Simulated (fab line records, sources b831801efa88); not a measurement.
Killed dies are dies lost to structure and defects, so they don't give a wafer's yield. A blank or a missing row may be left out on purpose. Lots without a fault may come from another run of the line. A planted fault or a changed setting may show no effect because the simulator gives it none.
fab line records | flow gf180mcu
record lots=5 wafers=15 last_day=33
route steps=602 shown V3@439
lots that met no fault: from a run of the same line without faults
start_h: hours from the record's first day to the start of the lot's first wafer shown | wait_h: hours since the lot's step before | " the same as in the row above | L1.1+2: a row that stands for several wafers | - no value, or no start given | * or withheld: withheld | < > ~ a bound
route shown NAME@n: a module of which the file shows steps, and the number in the route of the first | usual: mean/standard deviation of fault-free wafers | same: alike in all rows | chamber/n: place in a boat | sites: the reading at each site | _std_site: their standard deviation | _edge_site: outer sites' mean less inner sites' | radius_mm: how far each site lies from the wafer's centre | mask NAME#n: copy n | behind: the tool/chamber that last shaped the wafer | hold: why the lot was held/for how many hours/how that ended | device: the transistor (n, p or np) that didn't switch | end of line: the same wafers' tests at the end of the route | a step without rows: its recipe alone | killed: dies lost to structure and defects at the first sort, not the wafer's yield | map: a wafer's dies, x killed, . not, _ none there
set.NAME: the setting as run; set.NAME@STEP: as run at that earlier step | model.NAME: the simulator's own value behind a step, which no gauge read
lots at some steps of the route; a table a step, a row a wafer
services: from which hour (start_h, from the record's first day; less than 0 if before it) a tool's chamber was out of use, for how many hours, and why
## steps
# step GF_V3_SOFTBAKE_10
# recipe temp_c=130 time_s=60 resist=KrF
# step GF_V3_EXPOSE_11
# recipe mask_id=Via3 target_cd_nm=260 na=0.68 source_shape=conventional sigma_outer=0.6 dose_mj=38
# step GF_V3_PEB_12
# recipe peb_temp_c=135 peb_time_s=90 resist=KrF
# step GF_V3_DEVELOP_13
# recipe develop_time_s=60 resist=KrF dev_temp_c=21
# step GF_V3_CD_MEAS_14
# recipe target_cd_nm=260
# usual cd_nm=260.3/1.2
# columns lot.wafer tool chamber start_h wait_h cd_nm
L715.1 cd_sem-02 - 519.13 0.1 258.5
L715.4 " - " " 259.3
L715.5 " - " " 258.0
L720.1 cd_sem-01 - 564.42 0.3 259.0
L720.2 " - " " 260.4
L720.3 " - " " 259.3
L727.2 cd_sem-02 - 619.65 0.1 261.1
L727.4 " - " " 260.7
L727.6 " - " " 260.0
L733.2 cd_sem-02 - 660.93 0.1 259.4
L733.5 " - " " 260.7
L733.6 " - " " 260.3
L734.1 cd_sem-02 - 670.51 0.1 262.8
L734.2 " - " " 261.9
L734.6 " - " " 262.2
# step GF_V3_OVL_MEAS_15
# usual V3_OVL=-1/5.5
# columns lot.wafer tool chamber start_h wait_h V3_OVL[nm]
L715.1 overlay-02 - 519.25 0.1 3
L715.4 " - " " 2
L715.5 " - " " 0
L720.1 overlay-01 - 564.54 0.1 6
L720.2 " - " " 3
L720.3 " - " " 3
L727.2 overlay-02 - 619.76 0.1 3
L727.4 " - " " 1
L727.6 " - " " -4
L733.2 overlay-01 - 661.04 0.1 -2
L733.5 " - " " 8
L733.6 " - " " -2
L734.1 overlay-01 - 670.63 0.1 3
L734.2 " - " " -1
L734.6 " - " " 4
# step GF_V3_ETCH_16
# recipe chemistry=N2/H2 target_depth_a=withheld overetch_a=withheld time_s=withheld target=BARC ion_energy_ev=200 source_w=500 bias_w=100 pressure_mtorr=30 n2_flow_sccm=100 h2_flow_sccm=200
# usual drypump_motor_current_A=5.92/0.25 oes_product_au=0.854/0.0052 rf_fwd_power_W=495.2/2.2 throttle_valve_pct=13.224/0.0091
# columns lot.wafer tool chamber start_h wait_h drypump_motor_current_A oes_product_au rf_fwd_power_W throttle_valve_pct
L715.1 rie_diel-03 3 519.28 0.0 6.25 0.857 498.9 13.212
L715.4 " 0 " " 5.91 0.853 493.8 13.232
L715.5 " 1 " " 6.01 0.850 493.0 13.230
L720.1 rie_diel-02 2 564.58 0.0 6.19 0.859 493.9 13.225
L720.2 " 3 " " 5.87 0.851 492.4 13.208
L720.3 " 0 " " 6.01 0.853 498.2 13.213
L727.2 rie_diel-02 3 619.79 0.0 5.91 0.857 490.4 13.237
L727.4 " 2 " " 6.17 0.848 493.6 13.224
L727.6 " 1 " " 6.10 0.853 494.1 13.218
L733.2 rie_diel-03 2 661.07 0.0 5.99 0.848 496.8 13.218
L733.5 " 2 " " 5.98 0.859 496.0 13.212
L733.6 " 0 " " 5.89 0.856 498.6 13.227
L734.1 rie_diel-02 2 670.67 0.0 6.20 0.856 491.7 13.236
L734.2 " 0 " " 6.01 0.852 491.1 13.232
L734.6 " 0 " " 5.99 0.861 494.3 13.216
# step GF_V3_ETCH_17
# recipe chemistry=C4F8/O2/Ar mask_material=KrF target=SiO2 stop_on=TiN source_w=1500 bias_w=1200 pressure_mtorr=40 c4f8_flow_sccm=withheld O2_flow_sccm=6 Ar_flow_sccm=300 time_s=withheld target_depth_a=6350
# usual oes_product_au=0.856/0.0042 rf_fwd_power_W=1493/4.9
# columns lot.wafer tool chamber start_h wait_h oes_product_au rf_fwd_power_W
L715.1 rie_diel-03 3 - - 0.861 1489
L715.4 " 0 " " 0.853 1498
L715.5 " 1 " " 0.860 1478
L720.1 rie_diel-02 2 - - 0.866 1499
L720.2 " 3 " " 0.854 1485
L720.3 " 0 " " 0.855 1493
L727.2 rie_diel-02 3 - - 0.859 1500
L727.4 " 2 " " 0.859 1492
L727.6 " 1 " " 0.857 1496
L733.2 rie_diel-03 2 - - 0.860 1496
L733.5 " 2 " " 0.853 1489
L733.6 " 0 " " 0.859 1499
L734.1 rie_diel-02 2 - - 0.851 1498
L734.2 " 0 " " 0.853 1503
L734.6 " 0 " " 0.860 1499
# step GF_V3_STRIP_18
# recipe chemistry=O2/N2 power_w=1400 pressure_mtorr=1500 platen_temp_c=250 o2_flow_sccm=3000 n2_flow_sccm=300 overash_fraction=0.5
# usual drypump_motor_current_A=5.8/0.5 heater_power_w=357/33 oes_product_au=0.593/0.0047
# columns lot.wafer tool chamber start_h wait_h drypump_motor_current_A heater_power_w oes_product_au rf_hours_counter_h
L715.1 plasma_asher-03 1 519.41 - 6.7 375 0.593 73
L715.4 " 0 " " 6.3 344 0.592 -
L715.5 " 1 " " 6.7 372 0.600 -
L720.1 plasma_asher-03 0 564.71 - 6.3 349 0.593 78
L720.2 " 1 " " 6.7 379 0.597 78
L720.3 " 1 " " 6.7 370 0.597 -
L727.2 plasma_asher-01 0 619.92 - 5.6 316 0.597 48
L727.4 " 0 " " 5.5 320 0.598 -
L727.6 " 0 " " 5.5 323 0.596 -
L733.2 plasma_asher-01 1 661.20 - 5.2 380 0.588 53
L733.5 " 0 " " 5.6 329 0.596 -
L733.6 " 1 " " 5.2 367 0.589 -
L734.1 plasma_asher-03 0 670.80 - 6.3 351 0.589 89
L734.2 " 1 " " 6.7 378 0.599 89
L734.6 " 0 " " 6.3 355 0.598 -
# step GF_V3_STRIP_19
# recipe chemistry=post_etch_residue_remover time_s=1200 temp_c=72.5
# step GF_V3_CLEAN_20
# recipe chemistry=DIW dry=n2_spin
# step GF_V3_SPUTTER_21
# recipe material=Ti target_thk_nm=15 chamber_pressure_pa=5 power_w=2500 substrate_temp_c=200 time_s=80.02
# usual throttle_valve_pct=30.4/1.1
# columns lot.wafer tool chamber start_h wait_h throttle_valve_pct
L715.1 pvd_sputter-03 - 519.95 0.0 32.0
L715.4 " - " " 30.9
L715.5 " - " " 29.5
L720.1 pvd_sputter-01 - 565.75 0.0 28.5
L720.2 " - " " 30.3
L720.3 " - " " 30.4
L727.2 pvd_sputter-03 - 620.49 0.0 32.2
L727.4 " - " " 30.8
L727.6 " - " " 32.0
L733.2 pvd_sputter-01 - 661.73 0.0 28.6
L733.5 " - " " 30.4
L733.6 " - " " 30.3
L734.1 pvd_sputter-01 - 671.33 0.0 30.8
L734.2 " - " " 28.6
L734.6 " - " " 28.7
# step GF_V3_SPUTTER_22
# recipe material=TiN target_thk_nm=10 chamber_pressure_pa=5 power_w=4000 time_s=40
# usual throttle_valve_pct=30.4/1.1
# columns lot.wafer tool chamber start_h wait_h throttle_valve_pct model.TiN_of_V3_SPUTTER_22.thk_nm
L715.1 pvd_sputter-03 - 520.01 0.0 32.0 10.04
L715.4 " - " " 31.0 9.685
L715.5 " - " " 29.5 9.993
L720.1 pvd_sputter-01 - 565.81 0.0 28.6 10.12
L720.2 " - " " 30.4 10.15
L720.3 " - " " 30.7 10.05
L727.2 pvd_sputter-03 - 620.55 0.0 32.3 9.951
L727.4 " - " " 31.1 9.475
L727.6 " - " " 32.1 5.753
L733.2 pvd_sputter-01 - 661.79 0.0 28.3 9.994
L733.5 " - " " 30.3 10
L733.6 " - " " 30.3 10.06
L734.1 pvd_sputter-01 - 671.39 0.0 31.3 9.79
L734.2 " - " " 28.6 9.787
L734.6 " - " " 28.8 9.8
# step GF_V3_CVD_23
# recipe material=W target_thk_nm=350 time_s=104.9 temp_c=400 pressure_torr=40
# usual heater_power_w=923/62
# columns lot.wafer tool chamber start_h wait_h heater_power_w
L715.1 cvd_w-02 1 520.05 0.0 889
L715.4 " 1 " " 886
L715.5 " 1 " " 919
L720.1 cvd_w-02 1 565.85 0.0 923
L720.2 " 0 " " 992
L720.3 " 0 " " 975
L727.2 cvd_w-02 0 620.61 0.0 1009
L727.4 " 1 " " 907
L727.6 " 0 " " 954
L733.2 cvd_w-01 1 661.83 0.0 824
L733.5 " 0 " " 957
L733.6 " 1 " " 821
L734.1 cvd_w-02 1 671.43 0.0 911
L734.2 " 0 " " 996
L734.6 " 0 " " 994
## services
# columns tool chamber start_h hours kind
pvd_sputter-03 - 509.20 5.1 repair
rie_diel-03 0 512.45 5.3 repair
rie_diel-02 - 514.42 2.8 pm
pvd_sputter-01 - 539.14 2.1 repair
plasma_asher-01 - 541.41 13.4 repair
pvd_sputter-03 - 571.03 2.8 repair
plasma_asher-01 - 579.54 2.8 pm
plasma_asher-01 - 591.09 4.3 pm
cvd_w-01 - 620.46 2.8 pm
cvd_w-01 - 626.35 0.5 repair
cvd_w-01 1 652.58 6.6 repair
rie_diel-02 0 655.56 10.6 repair
pvd_sputter-01 - 656.23 1.9 repair
rie_diel-03 1 656.47 7.5 repair
cvd_w-02 - 656.63 1.6 repair
pvd_sputter-01 3 668.91 - consumable_replace:kit
pvd_sputter-01 3 668.91 18.0 scheduled_down
pvd_sputter-01 3 668.91 18.0 vent_cycle
## key
first_sign none at tools or gauges
model_effect step=GF_V3_SPUTTER_22 value=TiN_of_V3_SPUTTER_22.thk_nm without=9.832 struck=5.753
met_at GF_V3_SPUTTER_22
struck_wafers L727.6
onset_between 520.01 620.55
fault kind=process_parameter_drift tool=pvd_sputter-03 chamber=- onset_h=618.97 steps=GF_V3_SPUTTER_22 channel=target_thk_nm offset=-4.0792 shape=step acts_in=these_recipes_only stated=10 scope=struck_wafers_only
